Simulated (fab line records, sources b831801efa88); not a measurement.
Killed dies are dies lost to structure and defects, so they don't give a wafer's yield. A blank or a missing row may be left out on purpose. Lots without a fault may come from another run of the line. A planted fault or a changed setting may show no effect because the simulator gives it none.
Which tool did it? | flow sfq_line | 13 lots, 39 wafers sampled, at 2 steps of a route of 325

WHAT THE GAUGES READ, wafer by wafer
SFQ_I0_OVL_MEAS_908. Usual: I0_OVL -1 nm, standard deviation 5.
lot  | measured     | on         | I0_OVL (nm) | flag
L175 | day 12 13:50 | overlay-01 | 1 -4 -2     |
L176 | day 12 19:59 | overlay-02 | -13 -10 -15 |
L177 | day 12 21:02 | overlay-01 | 1 -4 3      |
L178 | day 13 09:02 | overlay-02 | 1 -3 2      |
L179 | day 13 17:26 | overlay-02 | 4 -1 6      |
L182 | day 15 05:13 | overlay-02 | 42 43 44    | OFF
L188 | day 16 09:56 | overlay-02 | 42 33 35    | OFF
L190 | day 17 04:53 | overlay-02 | 1 5 2       |
L191 | day 17 06:34 | overlay-01 | -5 -8 -6    |
L192 | day 23 06:56 | overlay-01 | -5 -4 -5    |
L196 | day 26 00:34 | overlay-01 | -7 -3 -4    |
L197 | day 26 06:34 | overlay-01 | 2 10 8      |
L198 | day 26 12:34 | overlay-01 | -6 -4 -10   |

WHICH TOOL RAN EACH LOT (tool, then ch and the chambers of the sampled wafers, then the start)
lot  | SFQ_TRILAYER_I0_VIA_LITHO_EXPOSE_032
L175 | krf_scanner-02 ch 0, day 12 12:20
L176 | krf_scanner-02 ch 0, day 12 18:20
L177 | krf_scanner-02 ch 0, day 12 19:44
L178 | krf_scanner-02 ch 0, day 13 07:44
L179 | krf_scanner-02 ch 0, day 13 15:56
L182 | krf_scanner-01 ch 0, day 15 03:54
L188 | krf_scanner-01 ch 0, day 16 08:50
L190 | krf_scanner-02 ch 0, day 17 03:23
L191 | krf_scanner-02 ch 0, day 17 05:04
L192 | krf_scanner-02 ch 0, day 23 05:26
L196 | krf_scanner-02 ch 0, day 25 23:04
L197 | krf_scanner-02 ch 0, day 26 05:04
L198 | krf_scanner-02 ch 0, day 26 11:16
- SFQ_TRILAYER_I0_VIA_LITHO_EXPOSE_032: exposes mask I0, target cd 500 nm.

WHAT THE TOOLS THEMSELVES READ (means of the sampled wafers that have a number; where no wafer has one, the mark that the record gives instead)
The record holds no such reading with a usual standard deviation.

THE ANSWER, worked out from the rows above alone
Rule: a lot is off if the mean of its wafers that have a number lies more than 3 standard deviations from the usual mean. A lot without any number at a reading at which 4 lots or more have one is off too. The other lots that the step has rows for count as sound. The gauges are gone through in route order, then the tools' own readings, and for those a lot's mean is taken as printed above. The first step at which some lot is off is used, and at that step the reading that is off furthest; a lot without a number counts as furthest.
Off: L182, L188, at SFQ_I0_OVL_MEAS_908 (I0_OVL).
A tool fits if, at a process step before that reading, it ran every lot that is off, and no sound lot after the first of them. The gauges at SFQ_I0_OVL_MEAS_908 are tried like those tools. One fits: krf_scanner-01 at SFQ_TRILAYER_I0_VIA_LITHO_EXPOSE_032. It ran no sound lot before its first lot that is off in this sample, so the start can't be narrowed down.

WHAT THE SIMULATOR HAD PUT IN
Scanner matching overlay: krf_scanner-01, from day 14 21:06 on, at SFQ_TRILAYER_I0_VIA_LITHO_EXPOSE_032. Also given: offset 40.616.
Lots struck among those shown: L182, L188. The rule above found the same.
